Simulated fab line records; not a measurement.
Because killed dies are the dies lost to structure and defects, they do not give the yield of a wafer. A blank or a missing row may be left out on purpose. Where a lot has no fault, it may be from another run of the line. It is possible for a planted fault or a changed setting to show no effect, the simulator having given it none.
Chamber matching | flow gf180mcu | 4 sister chambers for GF_POLY_GATE_ETCH_13 on rie-si-02
The step etches poly-Si in HBr/Cl2, stops on SiO2, target depth 198.5 nm, time 69.6 s. 16 wafers are shown with their chamber, then 7 later ones without.

## WAFERS, EACH WITH ITS CHAMBER
wafer  | chamber | drypump-motor-current-A (A) | mfc-cl2-sccm (sccm) | throttle-valve-pct (%)
L976.4 | 1       | 5.4                         | 49.98               | 33.673
L976.5 | 0       | 5.5                         | 50.03               | 33.682
L976.6 | 3       | 6.2                         | 50.07               | 33.686
L977.3 | 2       | 4.8                         | 49.76               | 33.695
L977.5 | 2       | 4.8                         | 49.59               | 33.686
L977.6 | 1       | 5.4                         | 50.15               | 33.682
L979.1 | 2       | 4.8                         | 50.14               | 33.677
L979.2 | 1       | 5.4                         | 50.06               | 33.710
L979.4 | 0       | 5.6                         | 50.04               | 33.690
L982.2 | 2       | 4.8                         | 50.16               | 33.686
L982.3 | 3       | 6.2                         | 50.05               | 33.694
L982.6 | 3       | 6.2                         | 49.90               | 33.667
L983.2 | 1       | 5.4                         | 50.07               | 33.689
L983.4 | 3       | 6.2                         | 50.05               | 33.675
L983.6 | 2       | 4.8                         | 49.60               | 33.688
L985.4 | 2       | 4.8                         | 49.95               | 33.683

SIGNATURES, as means of the wafers listed above
reading                 | chamber 0 | chamber 1 | chamber 2 | chamber 3 | scatter within a chamber
drypump-motor-current-A | 5.550     | 5.400     | 4.800     | 6.200     | 0.0204
mfc-cl2-sccm            | 50.0350   | 50.0650   | 49.8667   | 50.0175   | 0.173
throttle-valve-pct      | 33.68600  | 33.68850  | 33.68583  | 33.68050  | 0.0107
Rule: a wafer's distance from a chamber is the root of the sum, over the readings, of the square of ((its reading less the chamber's mean) divided by the reading's scatter). The wafer belongs to the nearest chamber; if the next one is less than 2 further off, it can't be placed. How the scatter is found: for the shown wafers, subtract from each reading the mean of its chamber, square and add these, divide the total by (wafers less chambers), then take the root.

## WAFERS WITH NO CHAMBER GIVEN
wafer  | drypump-motor-current-A (A) | mfc-cl2-sccm (sccm) | throttle-valve-pct (%)
L985.6 | 5.6                         | 49.83               | 33.701
L986.3 | 5.6                         | 49.85               | 33.690
L986.4 | 5.4                         | 49.79               | 33.674
L988.6 | 5.6                         | 49.69               | 33.706
L996.2 | 5.6                         | 50.15               | 33.687
L996.3 | 6.2                         | 50.05               | 33.688
L996.4 | 5.4                         | 49.69               | 33.687

## CHAMBER TAKEN BY EACH
wafer  | from the rows above | in truth
L985.6 | 0                   | 0
L986.3 | 0                   | 0
L986.4 | 1                   | 1
L988.6 | 0                   | 0
L996.2 | 0                   | 0
L996.3 | 3                   | 3
L996.4 | 1                   | 1
Placed correctly: 7 of 7. From these rows, 0 cannot be placed. Wrongly placed: 0.
